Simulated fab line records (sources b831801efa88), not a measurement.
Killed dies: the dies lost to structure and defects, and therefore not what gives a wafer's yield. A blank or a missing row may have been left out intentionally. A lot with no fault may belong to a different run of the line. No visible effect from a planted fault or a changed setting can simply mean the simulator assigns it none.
Matching of chambers    flow gf180mcu    GF_V4_CVD_02 on pecvd-04: 3 sister chambers
The step deposits SiO2 from TEOS, target thk 850 nm, time 94.851 s. 3 wafers are shown with their chamber, then 11 later ones without.

## EACH WAFER AND ITS CHAMBER
wafer   chamber  heaterPowerOuterW (W)
L084.3  1        343
L087.3  0        436
L089.3  2        539

## WAFERS WITHOUT THEIR CHAMBER
wafer   heaterPowerOuterW (W)
L089.4  366
L089.6  410
L090.1  338
L090.5  403
L090.6  525
L094.3  494
L094.4  410
L094.6  408
L096.2  448
L096.3  321
L096.4  500

## WHICH CHAMBER EACH WENT THROUGH
wafer   from the rows above      in truth
L089.4  can't be placed: 1 or 0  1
L089.6  can't be placed: 0 or 1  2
L090.1  1                        1
L090.5  can't be placed: 0 or 1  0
L090.6  2                        2
L094.3  can't be placed: 2 or 0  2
L094.4  can't be placed: 0 or 1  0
L094.6  can't be placed: 0 or 1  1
L096.2  0                        0
L096.3  1                        1
L096.4  can't be placed: 2 or 0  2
Correctly placed: 4 of 11. Not placeable from these rows: 7 (in 6, the candidates include the true chamber). 0 placed wrongly.
How it was worked out, from the rows above alone: a wafer's distance from a chamber is the root of the sum, over the readings, of the square of ((its reading less the chamber's mean) divided by the reading's scatter). The wafer belongs to the nearest chamber; if the next one is less than 2 further off, it can't be placed. A chamber's mean is the mean of its shown wafers. The scatter (one wafer shown for each chamber): square how far every hidden wafer sits from the nearest shown wafer, average those squares and take the square root.
